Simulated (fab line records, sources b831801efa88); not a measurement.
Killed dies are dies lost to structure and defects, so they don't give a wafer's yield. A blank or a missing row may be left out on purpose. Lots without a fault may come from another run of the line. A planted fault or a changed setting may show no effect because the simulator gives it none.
fab line records | flow sky130
record lots=5 wafers=15 last_day=49
route steps=708 shown RES_XHIGH@333 SD_N@342 SD_P@359 SALICIDE@361 LI_CONTACT@362
lots that met no fault: from a run of the same line without faults
start_h: hours from the record's first day to the start of the lot's first wafer shown | wait_h: hours since the lot's step before | " the same as in the row above | L1.1+2: a row that stands for several wafers | - no value, or no start given | * or withheld: withheld | < > ~ a bound
route shown NAME@n: a module of which the file shows steps, and the number in the route of the first | usual: mean/standard deviation of fault-free wafers | same: alike in all rows | chamber/n: place in a boat | sites: the reading at each site | _std_site: their standard deviation | _edge_site: outer sites' mean less inner sites' | radius_mm: how far each site lies from the wafer's centre | mask NAME#n: copy n | behind: the tool/chamber that last shaped the wafer | hold: why the lot was held/for how many hours/how that ended | device: the transistor (n, p or np) that didn't switch | end of line: the same wafers' tests at the end of the route | a step without rows: its recipe alone | killed: dies lost to structure and defects at the first sort, not the wafer's yield | map: a wafer's dies, x killed, . not, _ none there
set.NAME: the setting as run; set.NAME@STEP: as run at that earlier step | model.NAME: the simulator's own value behind a step, which no gauge read
lots at some steps of the route; a table a step, a row a wafer
services: from which hour (start_h, from the record's first day; less than 0 if before it) a tool's chamber was out of use, for how many hours, and why
## steps
# step SKY_RES_XHIGH_HMDS_01
# recipe prime_time_s=60 prime_temp_c=120
# usual prime_temp_c=119.98/0.14
# columns lot.wafer tool chamber start_h wait_h prime_temp_c
L076.2 litho_track-01 0 616.47 0.1 120.02
L076.3 " 0 " " 120.14
L076.4 " 0 " " 119.98
L079.1 litho_track-02 0 637.94 0.1 120.12
L079.4 " 0 " " 120.35
L079.5 " 0 " " 120.28
L084.1 litho_track-03 0 686.18 0.1 120.07
L084.2 " 0 " " 120.13
L084.3 " 0 " " 120.08
L089.2 litho_track-03 0 740.55 0.1 120.00
L089.4 " 0 " " 119.90
L089.6 " 0 " " 120.03
L090.3 litho_track-01 0 750.15 0.1 119.85
L090.5 " 0 " " 119.69
L090.6 " 0 " " 119.95
# step SKY_RES_XHIGH_COAT_02
# recipe resist=NOVOLAK spin_rpm=3000 resist_thk_nm=1140
# columns lot.wafer tool chamber start_h wait_h
L076.2+3+4 litho_track-01 0 616.62 0.1
L079.1+4+5 litho_track-02 0 638.09 0.1
L084.1+2+3 litho_track-03 0 686.33 0.1
L089.2+4+6 litho_track-03 0 740.70 0.1
L090.3+5+6 litho_track-01 0 750.30 0.1
# step SKY_RES_XHIGH_SOFTBAKE_03
# recipe temp_c=90 time_s=60 resist=NOVOLAK
# usual plate_temp_C=90.00/0.12
# columns lot.wafer tool chamber start_h wait_h plate_temp_C
L076.2 litho_track-01 0 616.77 0.1 89.94
L076.3 " 0 " " 89.81
L076.4 " 0 " " 89.95
L079.1 litho_track-02 0 638.24 0.1 90.05
L079.4 " 0 " " 90.06
L079.5 " 0 " " 89.77
L084.1 litho_track-03 0 686.48 0.1 90.00
L084.2 " 0 " " 89.87
L084.3 " 0 " " 89.87
L089.2 litho_track-03 0 740.85 0.1 89.77
L089.4 " 0 " " 90.00
L089.6 " 0 " " 90.01
L090.3 litho_track-01 0 750.45 0.1 90.05
L090.5 " 0 " " 89.93
L090.6 " 0 " " 90.09
# step SKY_RES_XHIGH_EXPOSE_04
# recipe mask_id=URPM na=0.6 source_shape=conventional sigma_outer=0.6 polarization=unpolarized target_cd_nm=1270 dose_mj=140
# usual exposure_dose_mJ_cm2=139.98/0.12 focus_offset_nm=0.0/0.49 stage_vel_mm_s=500.00/0.26
# columns lot.wafer tool chamber start_h wait_h mask exposure_dose_mJ_cm2 focus_offset_nm stage_vel_mm_s
L076.2 iline_stepper-02 0 - - URPM#0 139.83 1.1 500.00
L076.3 " 0 " " URPM#0 140.10 0.1 500.17
L076.4 " 0 " " URPM#0 140.03 -0.2 499.75
L079.1 iline_stepper-01 0 - - URPM#0 140.14 -0.6 500.00
L079.4 " 0 " " URPM#0 140.09 0.9 499.86
L079.5 " 0 " " URPM#0 140.12 0.4 499.85
L084.1 iline_stepper-02 0 - - URPM#0 140.05 0.0 500.02
L084.2 " 0 " " URPM#0 140.03 0.2 500.09
L084.3 " 0 " " URPM#0 139.78 0.2 500.31
L089.2 iline_stepper-02 0 - - URPM#0 139.98 -0.3 500.07
L089.4 " 0 " " URPM#0 140.00 -0.5 499.76
L089.6 " 0 " " URPM#0 140.17 -1.1 500.01
L090.3 iline_stepper-01 0 - - URPM#0 139.76 0.5 500.29
L090.5 " 0 " " URPM#0 139.90 0.6 500.33
L090.6 " 0 " " URPM#0 139.98 0.0 500.30
# step SKY_RES_XHIGH_PEB_05
# recipe temp_c=withheld time_s=* resist=NOVOLAK
# columns lot.wafer tool chamber start_h wait_h
L076.2+3+4 litho_track-03 0 - -
L079.1+4+5 litho_track-03 0 - -
L084.1+2+3 litho_track-02 0 - -
L089.2+4+6 litho_track-01 0 - -
L090.3+5+6 litho_track-03 0 - -
# step SKY_RES_XHIGH_DEVELOP_06
# recipe resist=NOVOLAK developer=TMAH develop_time_s=60 dev_temp_c=23
# columns lot.wafer tool chamber start_h wait_h
L076.2+3+4 litho_track-03 0 631.00 0.1
L079.1+4+5 litho_track-03 0 652.78 0.1
L084.1+2+3 litho_track-02 0 700.39 0.1
L089.2+4+6 litho_track-01 0 754.32 0.1
L090.3+5+6 litho_track-03 0 764.08 0.1
# step SKY_RES_XHIGH_IMPLANT_07
# recipe species=BF2 energy_kev=20 dose_cm2=3.538e+14 tilt_deg=0
# usual end_station_pressure_torr=5.33e-06/2.9e-07
# columns lot.wafer tool chamber start_h wait_h end_station_pressure_torr
L076.2 implanter-02 0 631.15 0.1 5.42e-06
L076.3 " 0 " " 5.4e-06
L076.4 " 0 " " 5.82e-06
L079.1 implanter-01 0 652.93 0.1 5.12e-06
L079.4 " 0 " " 5.29e-06
L079.5 " 0 " " 5.11e-06
L084.1 implanter-01 0 700.54 0.1 5e-06
L084.2 " 0 " " 5.43e-06
L084.3 " 0 " " 5.35e-06
L089.2 implanter-01 0 754.47 0.1 5.52e-06
L089.4 " 0 " " 5.43e-06
L089.6 " 0 " " 6.05e-06
L090.3 implanter-02 0 764.23 0.1 5.24e-06
L090.5 " 0 " " 5.51e-06
L090.6 " 0 " " 5.29e-06
# step SKY_RES_XHIGH_STRIP_08
# recipe chemistry=O2/N2 power_w=1400 pressure_mtorr=1500 platen_temp_c=withheld o2_flow_sccm=3000 n2_flow_sccm=300 overash_fraction=0.5
# usual chamber_pressure_mTorr=1500/4.2 drypump_motor_current_A=5.59/0.19 oes_product_au=0.711/0.0045 strip_time_to_endpoint_s=14.24/0.037
# columns lot.wafer tool chamber start_h wait_h chamber_pressure_mTorr drypump_motor_current_A oes_product_au rf_hours_counter_h strip_time_to_endpoint_s
L076.2 plasma_asher-01 1 631.28 0.1 1499 5.45 0.708 51 14.22
L076.3 " 1 " " 1500 5.44 0.710 - 14.27
L076.4 " 0 " " 1502 5.44 0.718 - 14.23
L079.1 plasma_asher-01 0 653.08 0.1 1500 5.43 0.715 54 14.30
L079.4 " 1 " " 1500 5.46 0.702 - 14.27
L079.5 " 1 " " 1497 5.48 0.708 - 14.31
L084.1 plasma_asher-02 0 700.69 0.1 1499 5.59 0.706 91 14.19
L084.2 " 1 " " 1499 5.50 0.705 91 14.21
L084.3 " 1 " " 1497 5.50 0.706 - 14.15
L089.2 plasma_asher-02 0 754.60 0.1 1499 5.60 0.710 1 14.27
L089.4 " 1 " " 1497 5.49 0.714 - 14.28
L089.6 " 1 " " 1501 5.50 0.720 - 14.23
L090.3 plasma_asher-02 1 764.36 0.1 1500 5.48 0.706 - 14.24
L090.5 " 0 " " 1501 5.62 0.709 - 14.23
L090.6 " 1 " " 1500 5.50 0.719 - 14.21
# step SKY_RES_XHIGH_TW_MEAS_09
# usual RES_XHIGH_TW=1634/15
# columns lot.wafer tool chamber start_h wait_h RES_XHIGH_TW
L076.2 film_metro-02 - 631.39 0.1 1622
L076.3 " - " " 1620
L076.4 " - " " 1628
L079.1 film_metro-01 - 653.18 0.1 1610
L079.4 " - " " 1610
L079.5 " - " " 1621
L084.1 film_metro-02 - 700.79 0.1 1631
L084.2 " - " " 1628
L084.3 " - " " 1624
L089.2 film_metro-02 - 754.71 0.1 1632
L089.4 " - " " 1638
L089.6 " - " " 1634
L090.3 film_metro-01 - 764.45 0.1 1597
L090.5 " - " " 1607
L090.6 " - " " 1603
# step SKY_SD_N_DEHYDRATE_00
# recipe temp_c=200 time_s=60
# usual plate_temp_C=200.02/0.17
# columns lot.wafer tool chamber start_h wait_h plate_temp_C
L076.2 litho_track-02 0 645.21 13.8 200.11
L076.3 " 0 " " 200.23
L076.4 " 0 " " 199.90
L079.1 litho_track-01 0 666.94 13.8 199.77
L079.4 " 0 " " 199.97
L079.5 " 0 " " 199.82
L084.1 litho_track-04 0 713.89 13.1 199.84
L084.2 " 0 " " 199.84
L084.3 " 0 " " 199.76
L089.2 litho_track-02 0 767.51 12.8 199.90
L089.4 " 0 " " 199.71
L089.6 " 0 " " 199.80
L090.3 litho_track-01 0 777.25 12.8 200.07
L090.5 " 0 " " 199.74
L090.6 " 0 " " 199.94
# step SKY_SD_N_HMDS_01
# recipe prime_time_s=60 prime_temp_c=120
# usual prime_temp_c=120.01/0.12
# columns lot.wafer tool chamber start_h wait_h prime_temp_c
L076.2 litho_track-02 0 645.36 0.1 119.82
L076.3 " 0 " " 120.06
L076.4 " 0 " " 120.00
L079.1 litho_track-01 0 667.09 0.1 120.02
L079.4 " 0 " " 120.02
L079.5 " 0 " " 119.93
L084.1 litho_track-04 0 714.04 0.1 119.97
L084.2 " 0 " " 120.09
L084.3 " 0 " " 119.97
L089.2 litho_track-02 0 767.66 0.1 119.71
L089.4 " 0 " " 120.04
L089.6 " 0 " " 120.07
L090.3 litho_track-01 0 777.40 0.1 119.79
L090.5 " 0 " " 120.03
L090.6 " 0 " " 120.00
# step SKY_SD_N_COAT_02
# recipe resist=NOVOLAK spin_rpm=3000 resist_thk_nm=1140
# columns lot.wafer tool chamber start_h wait_h
L076.2+3+4 litho_track-02 0 645.51 0.1
L079.1+4+5 litho_track-01 0 667.24 0.1
L084.1+2+3 litho_track-04 0 714.19 0.1
L089.2+4+6 litho_track-02 0 767.81 0.1
L090.3+5+6 litho_track-01 0 777.55 0.1
# step SKY_SD_N_SOFTBAKE_03
# recipe temp_c=90 time_s=60 resist=NOVOLAK
# usual plate_temp_C=90.02/0.12
# columns lot.wafer tool chamber start_h wait_h plate_temp_C
L076.2 litho_track-02 0 645.66 0.1 90.09
L076.3 " 0 " " 90.07
L076.4 " 0 " " 90.07
L079.1 litho_track-01 0 667.39 0.1 90.13
L079.4 " 0 " " 90.27
L079.5 " 0 " " 90.04
L084.1 litho_track-04 0 714.34 0.1 90.04
L084.2 " 0 " " 90.05
L084.3 " 0 " " 89.99
L089.2 litho_track-02 0 767.96 0.1 90.08
L089.4 " 0 " " 89.96
L089.6 " 0 " " 89.90
L090.3 litho_track-01 0 777.70 0.1 89.97
L090.5 " 0 " " 90.22
L090.6 " 0 " " 90.11
# step SKY_SD_N_EXPOSE_04
# recipe mask_id=NSDM na=0.6 source_shape=conventional sigma_outer=0.6 polarization=unpolarized target_cd_nm=380 dose_mj=141
# usual exposure_dose_mJ_cm2=141.02/0.14 focus_offset_nm=-0.1/0.47 stage_vel_mm_s=499.99/0.28
# columns lot.wafer tool chamber start_h wait_h mask exposure_dose_mJ_cm2 focus_offset_nm stage_vel_mm_s
L076.2 iline_stepper-01 0 - - NSDM#0 141.06 -0.3 500.43
L076.3 " 0 " " NSDM#0 140.97 0.1 500.32
L076.4 " 0 " " NSDM#0 141.06 0.4 500.07
L079.1 iline_stepper-01 0 - - NSDM#0 140.94 -0.7 500.00
L079.4 " 0 " " NSDM#0 140.67 0.7 499.86
L079.5 " 0 " " NSDM#0 140.91 -0.4 500.06
L084.1 iline_stepper-02 0 - - NSDM#0 141.07 0.4 499.80
L084.2 " 0 " " NSDM#0 141.16 -0.2 499.52
L084.3 " 0 " " NSDM#0 141.01 -0.2 499.47
L089.2 iline_stepper-02 0 - - NSDM#0 141.12 -0.1 500.00
L089.4 " 0 " " NSDM#0 140.93 0.4 500.10
L089.6 " 0 " " NSDM#0 141.00 -0.2 500.13
L090.3 iline_stepper-02 0 - - NSDM#0 140.98 0.1 500.02
L090.5 " 0 " " NSDM#0 140.75 -0.4 499.96
L090.6 " 0 " " NSDM#0 140.79 -0.7 499.99
# step SKY_SD_N_PEB_05
# recipe temp_c=withheld time_s=* resist=NOVOLAK
# columns lot.wafer tool chamber start_h wait_h
L076.2+3+4 litho_track-02 0 - -
L079.1+4+5 litho_track-02 0 - -
L084.1+2+3 litho_track-02 0 - -
L089.2+4+6 litho_track-04 0 - -
L090.3+5+6 litho_track-01 0 - -
# step SKY_SD_N_DEVELOP_06
# recipe resist=NOVOLAK developer=TMAH develop_time_s=60 dev_temp_c=23
# columns lot.wafer tool chamber start_h wait_h
L076.2+3+4 litho_track-02 0 659.86 0.1
L079.1+4+5 litho_track-02 0 681.19 0.1
L084.1+2+3 litho_track-02 0 728.19 0.1
L089.2+4+6 litho_track-04 0 781.26 0.1
L090.3+5+6 litho_track-01 0 790.90 0.1
# step SKY_SD_N_CD_MEAS_07
# recipe target_cd_nm=380
# usual cd_nm=380.0/2.5
# columns lot.wafer tool chamber start_h wait_h cd_nm
L076.2 cd_sem-02 - 660.01 0.1 379.8
L076.3 " - " " 378.7
L076.4 " - " " 378.5
L079.1 cd_sem-02 - 681.34 0.1 379.2
L079.4 " - " " 379.5
L079.5 " - " " 378.7
L084.1 cd_sem-02 - 728.34 0.1 376.8
L084.2 " - " " 380.4
L084.3 " - " " 377.1
L089.2 cd_sem-02 - 781.41 0.1 381.8
L089.4 " - " " 379.6
L089.6 " - " " 380.2
L090.3 cd_sem-01 - 791.04 0.1 382.3
L090.5 " - " " 379.6
L090.6 " - " " 381.7
# step SKY_SD_N_OVL_MEAS_08
# usual SD_N_OVL=-0.5/1.5
# columns lot.wafer tool chamber start_h wait_h SD_N_OVL[nm]
L076.2 overlay-02 - 660.11 0.1 0.5
L076.3 " - " " 1.1
L076.4 " - " " 2.2
L079.1 overlay-01 - 681.46 0.1 -0.1
L079.4 " - " " 0.8
L079.5 " - " " -0.1
L084.1 overlay-02 - 728.46 0.1 -1.6
L084.2 " - " " 0.9
L084.3 " - " " 1.4
L089.2 overlay-02 - 781.51 0.1 -1.1
L089.4 " - " " -0.3
L089.6 " - " " 1.2
L090.3 overlay-01 - 791.13 0.1 -1.5
L090.5 " - " " -1.6
L090.6 " - " " -0.2
# step SKY_SD_N_IMPLANT_09
# recipe species=As energy_kev=50 dose_cm2=4e+15 tilt_deg=0
# usual end_station_pressure_torr=1.49e-05/1e-06
# columns lot.wafer tool chamber start_h wait_h end_station_pressure_torr
L076.2 implanter-04 0 660.17 0.0 1.31e-05
L076.3 " 0 " " 1.42e-05
L076.4 " 0 " " 1.39e-05
L079.1 implanter-02 0 681.49 0.0 1.54e-05
L079.4 " 0 " " 1.36e-05
L079.5 " 0 " " 1.45e-05
L084.1 implanter-02 0 728.49 0.0 1.51e-05
L084.2 " 0 " " 1.44e-05
L084.3 " 0 " " 1.54e-05
L089.2 implanter-01 0 781.57 0.0 1.69e-05
L089.4 " 0 " " 1.54e-05
L089.6 " 0 " " 1.5e-05
L090.3 implanter-02 0 791.20 0.1 1.43e-05
L090.5 " 0 " " 1.4e-05
L090.6 " 0 " " 1.39e-05
# step SKY_SD_N_IMPLANT_10
# recipe species=P energy_kev=20 dose_cm2=1e+14 tilt_deg=0
# usual end_station_pressure_torr=5.5e-06/3e-07
# columns lot.wafer tool chamber start_h wait_h end_station_pressure_torr
L076.2 implanter-04 0 660.32 0.1 5.5e-06
L076.3 " 0 " " 5.3e-06
L076.4 " 0 " " 5.5e-06
L079.1 implanter-02 0 681.64 0.1 5.5e-06
L079.4 " 0 " " 5.6e-06
L079.5 " 0 " " 6.2e-06
L084.1 implanter-02 0 728.64 0.1 5.5e-06
L084.2 " 0 " " 5.8e-06
L084.3 " 0 " " 5.4e-06
L089.2 implanter-01 0 781.72 0.1 5.5e-06
L089.4 " 0 " " 5.5e-06
L089.6 " 0 " " 5.1e-06
L090.3 implanter-02 0 791.35 0.1 5.6e-06
L090.5 " 0 " " 5.5e-06
L090.6 " 0 " " 5.6e-06
# step SKY_SD_N_STRIP_11
# recipe chemistry=O2/N2 power_w=1400 pressure_mtorr=1500 platen_temp_c=withheld o2_flow_sccm=3000 n2_flow_sccm=300 overash_fraction=0.5
# usual chamber_pressure_mTorr=1500.0/1.3 drypump_motor_current_A=5.6/0.33 oes_product_au=0.528/0.0044 strip_time_to_endpoint_s=22.53/0.037
# columns lot.wafer tool chamber start_h wait_h chamber_pressure_mTorr drypump_motor_current_A oes_product_au rf_hours_counter_h strip_time_to_endpoint_s
L076.2 plasma_asher-01 1 660.44 0.1 1500.2 5.5 0.526 54 22.60
L076.3 " 1 " " 1500.5 5.4 0.536 - 22.62
L076.4 " 0 " " 1501.9 5.4 0.526 - 22.57
L079.1 plasma_asher-03 1 681.79 0.1 1499.8 5.9 0.532 28 22.53
L079.4 " 0 " " 1500.6 6.0 0.523 - 22.51
L079.5 " 1 " " 1499.2 5.9 0.521 - 22.53
L084.1 plasma_asher-01 1 728.79 0.1 1499.7 5.5 0.523 61 22.53
L084.2 " 0 " " 1500.3 5.4 0.536 61 22.47
L084.3 " 0 " " 1498.1 5.4 0.528 - 22.46
L089.2 plasma_asher-03 0 781.84 0.1 1500.9 6.0 0.522 38 22.51
L089.4 " 0 " " 1500.1 6.0 0.526 - 22.46
L089.6 " 1 " " 1498.8 5.9 0.534 - 22.46
L090.3 plasma_asher-01 1 791.48 0.1 1498.3 5.5 0.526 - 22.47
L090.5 " 1 " " 1501.4 5.5 0.523 - 22.53
L090.6 " 0 " " 1500.8 5.4 0.521 - 22.52
# step SKY_SD_N_TW_MEAS_12
# usual SD_N_TW=3976/34
# columns lot.wafer tool chamber start_h wait_h SD_N_TW
L076.2 film_metro-01 - 660.55 0.1 3969
L076.3 " - " " 3967
L076.4 " - " " 3934
L079.1 film_metro-01 - 681.89 0.1 3953
L079.4 " - " " 3966
L079.5 " - " " 3950
L084.1 film_metro-01 - 728.89 0.1 3966
L084.2 " - " " 3974
L084.3 " - " " 3962
L089.2 film_metro-01 - 781.95 0.1 3963
L089.4 " - " " 3955
L089.6 " - " " 3942
L090.3 film_metro-01 - 791.57 0.1 3949
L090.5 " - " " 3950
L090.6 " - " " 3951
# step SKY_SD_N_CLEAN_13
# recipe chemistry=SC1/SC2 mix=1:4:20 temp_c=70 time_s=150 dry=n2_spin
# columns lot.wafer tool chamber start_h wait_h
L076.2+3+4 wet_bench-02 3 660.60 0.0
L079.1+4+5 wet_bench-03 1 681.95 0.1
L084.1+2+3 wet_bench-01 2 728.95 0.1
L089.2+4+6 wet_bench-02 0 782.00 0.0
L090.3+5+6 wet_bench-01 2 791.61 0.0
# step SKY_SD_N_RTA_14
# recipe temp_c=1075 time_s=2 idle_temp_c=650 ramp_up_c_per_s=150 ramp_down_c_per_s=90 ambient=N2
# usual lamp_power_pct=15.74/0.053 wafer_temp_C_max=1078.1/1.4
# columns lot.wafer tool chamber start_h wait_h lamp_power_pct wafer_temp_C_max
L076.2 rtp_anneal-02 0 660.66 0.0 15.74 1078.7
L076.3 " 0 " " 15.69 1077.2
L076.4 " 0 " " 15.77 1077.5
L079.1 rtp_anneal-01 0 682.00 0.0 15.76 1076.6
L079.4 " 0 " " 15.76 1078.6
L079.5 " 0 " " 15.77 1077.2
L084.1 rtp_anneal-01 0 729.00 0.0 15.71 1082.1
L084.2 " 0 " " 15.75 1078.5
L084.3 " 0 " " 15.86 1083.2
L089.2 rtp_anneal-01 0 782.07 0.0 15.66 1076.4
L089.4 " 0 " " 15.76 1078.4
L089.6 " 0 " " 15.76 1077.1
L090.3 rtp_anneal-02 0 791.68 0.0 15.61 1076.6
L090.5 " 0 " " 15.80 1078.6
L090.6 " 0 " " 15.86 1079.0
# step SKY_SD_N_RS_MEAS_16
# recipe thk_meas_gauge=four-point-probe
# usual SD_N_RS=68.57/0.11
# columns lot.wafer tool chamber start_h wait_h SD_N_RS[ohm/sq]
L076.2 film_metro-04 - 660.85 0.1 68.50
L076.3 " - " " 68.46
L076.4 " - " " 68.44
L079.1 film_metro-04 - 682.18 0.1 68.59
L079.4 " - " " 68.56
L079.5 " - " " 68.50
L084.1 film_metro-02 - 729.18 0.1 68.59
L084.2 " - " " 68.54
L084.3 " - " " 68.50
L089.2 film_metro-02 - 782.25 0.1 68.69
L089.4 " - " " 68.64
L089.6 " - " " 68.70
L090.3 film_metro-02 - 791.87 0.1 68.60
L090.5 " - " " 68.63
L090.6 " - " " 68.66
# step SKY_SD_N_RS_MEAS_17
# recipe thk_meas_gauge=four-point-probe
# usual SD_P_RS=147.1/0.39
# columns lot.wafer tool chamber start_h wait_h SD_P_RS[ohm/sq]
L076.2 film_metro-04 - 660.97 0.1 146.2
L076.3 " - " " 146.6
L076.4 " - " " 146.4
L079.1 film_metro-04 - 682.30 0.1 147.2
L079.4 " - " " 147.7
L079.5 " - " " 147.4
L084.1 film_metro-02 - 729.30 0.1 146.9
L084.2 " - " " 146.9
L084.3 " - " " 146.8
L089.2 film_metro-02 - 782.37 0.1 147.5
L089.4 " - " " 147.7
L089.6 " - " " 147.4
L090.3 film_metro-02 - 791.99 0.1 147.5
L090.5 " - " " 146.9
L090.6 " - " " 146.8
# step SKY_SD_N_RS_MEAS_18
# recipe thk_meas_gauge=four-point-probe
# usual RES_XHIGH_RS=338.7/1.2
# columns lot.wafer tool chamber start_h wait_h RES_XHIGH_RS[ohm/sq]
L076.2 film_metro-04 - 661.09 0.1 340.3
L076.3 " - " " 339.5
L076.4 " - " " 339.4
L079.1 film_metro-04 - 682.42 0.1 338.6
L079.4 " - " " 339.4
L079.5 " - " " 339.6
L084.1 film_metro-02 - 729.42 0.1 336.1
L084.2 " - " " 336.7
L084.3 " - " " 337.6
L089.2 film_metro-02 - 782.49 0.1 340.8
L089.4 " - " " 337.8
L089.6 " - " " 339.4
L090.3 film_metro-02 - 792.11 0.1 340.1
L090.5 " - " " 340.1
L090.6 " - " " 341.6
# step SKY_SALICIDE_CLEAN_00
# recipe chemistry=HF-last time_s=30 dilution=100:1 dry=ipa_marangoni
# columns lot.wafer tool chamber start_h wait_h
L076.2+3+4 wet_bench-01 1 661.19 0.1
L079.1+4+5 wet_bench-04 0 682.54 0.1
L084.1+2+3 wet_bench-02 0 729.54 0.1
L089.2+4+6 wet_bench-04 0 782.59 0.1
L090.3+5+6 wet_bench-02 1 792.19 0.1
# step SKY_LI_CONTACT_HDPCVD_00
# recipe material=PSG target_thk_nm=930 sigma_open_frac=0.3 time_s=155 temp_c=600 sih4_flow_sccm=60 pressure_mtorr=6
# usual sih4_flow_sccm=60.01/0.17
# columns lot.wafer tool chamber start_h wait_h sih4_flow_sccm
L076.2 hdpcvd-02 2 661.21 0.0 59.78
L076.3 " 0 " " 59.95
L076.4 " 1 " " 60.05
L079.1 hdpcvd-01 1 682.57 0.0 60.04
L079.4 " 1 " " 59.86
L079.5 " 0 " " 59.82
L084.1 hdpcvd-01 1 729.55 0.0 59.89
L084.2 " 2 " " 60.13
L084.3 " 0 " " 60.26
L089.2 hdpcvd-01 0 782.61 0.0 60.16
L089.4 " 2 " " 60.09
L089.6 " 1 " " 59.79
L090.3 hdpcvd-02 0 792.21 0.0 59.94
L090.5 " 1 " " 59.89
L090.6 " 2 " " 59.93
# step SKY_LI_CONTACT_THK_MEAS_01
# recipe reads=PSG_of_LI_CONTACT_HDPCVD_00
# usual LI_CONTACT_HDPCVD_THK=936/10
# columns lot.wafer tool chamber start_h wait_h LI_CONTACT_HDPCVD_THK[nm]
L076.2 film_metro-01 - 661.32 0.1 934
L076.3 " - " " 950
L076.4 " - " " 942
L079.1 film_metro-02 - 682.67 0.1 942
L079.4 " - " " 934
L079.5 " - " " 928
L084.1 film_metro-04 - 729.66 0.1 943
L084.2 " - " " 941
L084.3 " - " " 937
L089.2 film_metro-01 - 782.72 0.1 927
L089.4 " - " " 945
L089.6 " - " " 935
L090.3 film_metro-01 - 792.34 0.1 936
L090.5 " - " " 926
L090.6 " - " " 926
# step SKY_LI_CONTACT_CMP_02
# recipe material=PSG down_force_psi=4 platen_rpm=60 pad_velocity_m_s=0.94248
# usual motor_current_A=12.7/0.86 retaining_ring_pressure_frac=1.000/0.0051 time_to_endpoint_s=33.1/2.9
# columns lot.wafer tool chamber start_h wait_h motor_current_A retaining_ring_pressure_frac time_to_endpoint_s
L076.4 cmp-02 1 661.42 0.1 14.0 1.001 30.9
L076.3 " 2 " " 13.7 1.003 34.7
L076.2 " 3 " " 11.6 1.003 31.0
L079.4 cmp-01 3 682.83 0.1 15.3 1.000 33.1
L079.1 " 0 " " 12.3 0.996 34.2
L079.5 " 2 " " 11.9 0.998 29.5
L084.2 cmp-02 0 729.77 0.1 11.5 1.001 34.7
L084.1 " 1 " " 13.2 0.996 32.0
L084.3 " 2 " " 12.6 1.006 34.4
L089.2 cmp-01 3 782.82 0.1 14.4 0.996 32.7
L089.4 " 0 " " 13.0 1.008 35.1
L089.6 " 3 " " 14.5 0.997 35.7
L090.3 cmp-02 1 792.38 0.0 13.3 0.996 28.1
L090.6 " 1 " " 13.9 0.998 28.6
L090.5 " 2 " " 13.2 0.990 30.9
# step SKY_LI_CONTACT_BOW_MEAS_03
# recipe mode=bow
# usual LI_CONTACT_BOW=55/7.3
# columns lot.wafer tool chamber start_h wait_h LI_CONTACT_BOW[um]
L076.2 film_metro-04 - 661.69 0.1 59
L076.3 " - " " 56
L076.4 " - " " 57
L079.1 film_metro-04 - 683.03 0.1 46
L079.4 " - " " 63
L079.5 " - " " 60
L084.1 film_metro-02 - 730.02 0.1 55
L084.2 " - " " 64
L084.3 " - " " 52
L089.2 film_metro-02 - 783.09 0.2 56
L089.4 " - " " 43
L089.6 " - " " 56
L090.3 film_metro-04 - 792.72 0.3 63
L090.5 " - " " 42
L090.6 " - " " 49
# step SKY_LI_CONTACT_DEHYDRATE_04
# recipe temp_c=200 time_s=60
# usual plate_temp_C=199.98/0.16
# columns lot.wafer tool chamber start_h wait_h plate_temp_C
L076.2 litho_track-03 0 675.00 13.3 199.95
L076.3 " 0 " " 199.82
L076.4 " 0 " " 200.02
L079.1 litho_track-03 0 695.88 12.8 200.36
L079.4 " 0 " " 200.13
L079.5 " 0 " " 200.12
L084.1 litho_track-03 0 743.73 13.7 199.60
L084.2 " 0 " " 199.74
L084.3 " 0 " " 199.91
L089.2 litho_track-04 0 795.96 12.9 200.06
L089.4 " 0 " " 199.96
L089.6 " 0 " " 199.68
L090.3 litho_track-03 0 805.23 12.5 200.05
L090.5 " 0 " " 199.77
L090.6 " 0 " " 199.88
# step SKY_LI_CONTACT_HMDS_05
# recipe prime_time_s=60 prime_temp_c=120
# usual prime_temp_c=119.98/0.15
# columns lot.wafer tool chamber start_h wait_h prime_temp_c
L076.2 litho_track-03 0 675.15 0.1 120.02
L076.3 " 0 " " 119.80
L076.4 " 0 " " 119.71
L079.1 litho_track-03 0 696.03 0.1 119.86
L079.4 " 0 " " 120.03
L079.5 " 0 " " 120.19
L084.1 litho_track-03 0 743.88 0.1 120.01
L084.2 " 0 " " 120.12
L084.3 " 0 " " 119.90
L089.2 litho_track-04 0 796.11 0.1 120.06
L089.4 " 0 " " 119.94
L089.6 " 0 " " 120.18
L090.3 litho_track-03 0 805.38 0.1 119.89
L090.5 " 0 " " 120.23
L090.6 " 0 " " 120.23
# step SKY_LI_CONTACT_COAT_06
# recipe resist=BARC temp_c=withheld time_s=withheld spin_rpm=3054 resist_thk_nm=60
# columns lot.wafer tool chamber start_h wait_h
L076.2+3+4 litho_track-03 0 675.30 0.1
L079.1+4+5 litho_track-03 0 696.18 0.1
L084.1+2+3 litho_track-03 0 744.03 0.1
L089.2+4+6 litho_track-04 0 796.26 0.1
L090.3+5+6 litho_track-03 0 805.53 0.1
# step SKY_LI_CONTACT_COAT_07
# recipe resist=KrF-thick spin_rpm=3000 resist_thk_nm=450
# columns lot.wafer tool chamber start_h wait_h
L076.2+3+4 litho_track-03 0 - -
L079.1+4+5 litho_track-03 0 - -
L084.1+2+3 litho_track-03 0 - -
L089.2+4+6 litho_track-04 0 - -
L090.3+5+6 litho_track-03 0 - -
# step SKY_LI_CONTACT_SOFTBAKE_08
# recipe temp_c=100 time_s=90 resist=KrF-thick
# usual plate_temp_C=100.02/0.12
# columns lot.wafer tool chamber start_h wait_h plate_temp_C
L076.2 litho_track-03 0 - - 99.93
L076.3 " 0 " " 100.03
L076.4 " 0 " " 100.14
L079.1 litho_track-03 0 - - 99.84
L079.4 " 0 " " 99.84
L079.5 " 0 " " 99.98
L084.1 litho_track-03 0 - - 100.23
L084.2 " 0 " " 100.04
L084.3 " 0 " " 100.17
L089.2 litho_track-04 0 - - 99.96
L089.4 " 0 " " 100.12
L089.6 " 0 " " 99.73
L090.3 litho_track-03 0 - - 100.07
L090.5 " 0 " " 99.94
L090.6 " 0 " " 100.07
## services
# columns tool chamber start_h hours kind
hdpcvd-01 1 615.90 6.0 repair
plasma_asher-01 - 616.12 4.0 pm
iline_stepper-02 - 630.37 4.4 pm
hdpcvd-01 1 630.38 6.8 repair
cmp-02 - 633.41 3.7 pm
iline_stepper-02 - 644.96 6.5 repair
hdpcvd-01 - 650.75 15.0 pm
implanter-01 - 661.42 4.7 pm
iline_stepper-02 - 666.84 1.7 pm
plasma_asher-02 - 691.14 0.9 repair
wet_bench-01 - 704.49 2.2 repair
plasma_asher-01 - 717.59 0.9 repair
plasma_asher-02 - 733.75 9.0 pm
iline_stepper-01 - 735.40 1.7 pm
implanter-01 - 741.41 7.7 pm
cmp-02 - 744.00 4.0 pm
cmp-02 - 754.85 0.9 repair
hdpcvd-01 - 756.91 1.7 repair
plasma_asher-02 - 757.77 2.8 pm
implanter-02 - 766.49 5.1 pm
implanter-01 - 772.41 1.2 repair
iline_stepper-02 - 772.72 2.1 pm
implanter-01 - 774.81 2.1 repair
implanter-02 - 801.55 3.2 repair
## key
fault none
